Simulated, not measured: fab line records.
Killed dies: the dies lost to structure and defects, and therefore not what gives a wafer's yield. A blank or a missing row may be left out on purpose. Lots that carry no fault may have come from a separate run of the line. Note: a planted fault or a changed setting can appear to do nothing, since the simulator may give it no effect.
2 desks looking at one fault | flow sky130 | what lay behind the numbers comes last; until then each desk has only its own

== AT THE TOOL OWNER'S DESK: rieMetal-01 ==
The tool's own readings at SKY_METAL1_METAL_ETCH_19 (etches the open film in Cl2/BCl3, stops on SiO2, target depth 360 nm, time 78 s): means of the sampled wafers that have a number, for each lot that ran on this tool. If a lot's mean is further than 4 standard deviations from the usual mean, the lot is out of limits and carries the mark OUT (the distance appears in the brackets).
Columns: A = drypumpMotorCurrentA at SKY_METAL1_METAL_ETCH_19, usual 5.62 A; B = oesProductAu at SKY_METAL1_METAL_ETCH_19, usual 0.854 a.u.; C = rfFwdPowerW at SKY_METAL1_METAL_ETCH_19, usual 894 W; D = throttleValvePct at SKY_METAL1_METAL_ETCH_19, usual 22.264 %
lot  | first seen here | A    | B     | C             | D
L918 | day 32 20:08    | 5.42 | 0.854 | 895           | 22.260
L919 | day 33 12:43    | 5.57 | 0.844 | 894           | 22.257
L923 | day 34 15:53    | 5.51 | 0.852 | 897           | 22.261
L925 | day 34 23:53    | 5.48 | 0.851 | 889           | 22.263
L926 | day 35 04:52    | 5.41 | 0.854 | 897           | 22.265
L932 | day 37 01:49    | 5.46 | 0.849 | 799 (-28) OUT | 22.269
This desk finds L932 out of limits, L932 being first, at day 37 01:49 (rfFwdPowerW at SKY_METAL1_METAL_ETCH_19). L918, L919, L923, L925, L926: within limits.

== METROLOGY DESK ==
Means of the sampled wafers that have a number, per lot and without regard to the tool the lot ran on: this is what the gauges read. If a lot's mean is further than 4 standard deviations from the usual mean, the lot is out of limits and carries the mark OUT (the distance appears in the brackets).
Columns: A = cdNm at SKY_LOCAL_INTERCONNECT_CD_MEAS_11, usual 170.0 nm
lot  | first seen here | A
L918 | day 30 08:56    | 170.4
L919 | day 31 03:38    | 169.8
L923 | day 32 06:38    | 169.5
L925 | day 32 16:01    | 167.1
L926 | day 32 20:28    | 169.7
L930 | day 34 00:43    | 173.1
L932 | day 34 17:59    | 169.6
L938 | day 36 17:29    | 169.7
L939 | day 37 02:47    | 168.6
L941 | day 37 15:31    | 171.0
This desk's verdict: no lot among the 10 shows anything out of limits.

== TAKEN TOGETHER ==
An alarm could have come from the tool owner's desk at day 37 01:49, on L932.
Nothing out of limits was seen by the metrology desk.
The metrology desk holds a record of L932, inside its limits.
The lots listed all ran SKY_METAL1_METAL_ETCH_19 on rieMetal-01.

== WHAT THE SIMULATOR PUT IN ==
rieMetal-01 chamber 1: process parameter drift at SKY_METAL1_METAL_ETCH_19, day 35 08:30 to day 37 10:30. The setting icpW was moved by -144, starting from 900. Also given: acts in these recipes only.
Struck lots among those shown: L932.
Hours from the fault's start to each desk's first reading out of limits: the tool owner's desk, 41.
